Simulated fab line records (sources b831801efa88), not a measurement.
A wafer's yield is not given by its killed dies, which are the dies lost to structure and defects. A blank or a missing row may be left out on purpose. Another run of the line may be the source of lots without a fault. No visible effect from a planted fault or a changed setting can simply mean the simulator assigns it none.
Which tool did it? || flow gf180mcu || 7 lots, 21 wafers sampled, at 2 steps of a route of 602

== WHAT EACH GAUGE READ, for each wafer ==
GF_VT_IMPLANT_TW_MEAS_43.
{"lot": "L311", "measured": "day 7 18:21", "on": "film_metro-02", "VT_IMPLANT_4_TW": "684 684 685"}
{"lot": "L314", "measured": "day 8 16:25", "on": "film_metro-03", "VT_IMPLANT_4_TW": "692 693 693"}
{"lot": "L316", "measured": "day 9 00:26", "on": "film_metro-03", "VT_IMPLANT_4_TW": "698 700 703"}
{"lot": "L322", "measured": "day 10 16:47", "on": "film_metro-02", "VT_IMPLANT_4_TW": "693 691 691"}
{"lot": "L325", "measured": "day 11 11:07", "on": "film_metro-02", "VT_IMPLANT_4_TW": "687 689 685"}
{"lot": "L329", "measured": "day 12 20:04", "on": "film_metro-02", "VT_IMPLANT_4_TW": "688 692 693"}
{"lot": "L331", "measured": "day 13 23:41", "on": "film_metro-01", "VT_IMPLANT_4_TW": "680 684 681"}

== TOOL THAT RAN EACH LOT (tool first, then ch and the chambers of the sampled wafers, then the start) ==
{"lot": "L311", "GF_VT_IMPLANT_IMPLANT_41": "implanter-01 ch 0, day 7 18:07"}
{"lot": "L314", "GF_VT_IMPLANT_IMPLANT_41": "implanter-03 ch 0, day 8 16:11"}
{"lot": "L316", "GF_VT_IMPLANT_IMPLANT_41": "implanter-01 ch 0, day 9 00:11"}
{"lot": "L322", "GF_VT_IMPLANT_IMPLANT_41": "implanter-03 ch 0, day 10 16:32"}
{"lot": "L325", "GF_VT_IMPLANT_IMPLANT_41": "implanter-01 ch 0, day 11 10:52"}
{"lot": "L329", "GF_VT_IMPLANT_IMPLANT_41": "implanter-04 ch 0, day 12 19:43"}
{"lot": "L331", "GF_VT_IMPLANT_IMPLANT_41": "implanter-04 ch 0, day 13 23:26"}
- GF_VT_IMPLANT_IMPLANT_41

== THE ANSWER, worked out from the rows above alone ==
Rule: the usual values come from the lots themselves. Put in order of their means at a reading, lots are off if they are a third of the lots or fewer, leave a main group of 4 or more, and stand apart from it by a gap of 3 or more times the standard deviation of the main group's means; of several such gaps the widest counts. A main group is skipped when, at the precision printed for the reading in the tables above, its means are all equal. Also off: a lot with no number at a reading for which 4 or more lots have one. All remaining lots with rows at the step are treated as sound.
No lot is off at any reading shown: from this, nothing can be told.

== WHAT THE SIMULATOR PUT IN ==
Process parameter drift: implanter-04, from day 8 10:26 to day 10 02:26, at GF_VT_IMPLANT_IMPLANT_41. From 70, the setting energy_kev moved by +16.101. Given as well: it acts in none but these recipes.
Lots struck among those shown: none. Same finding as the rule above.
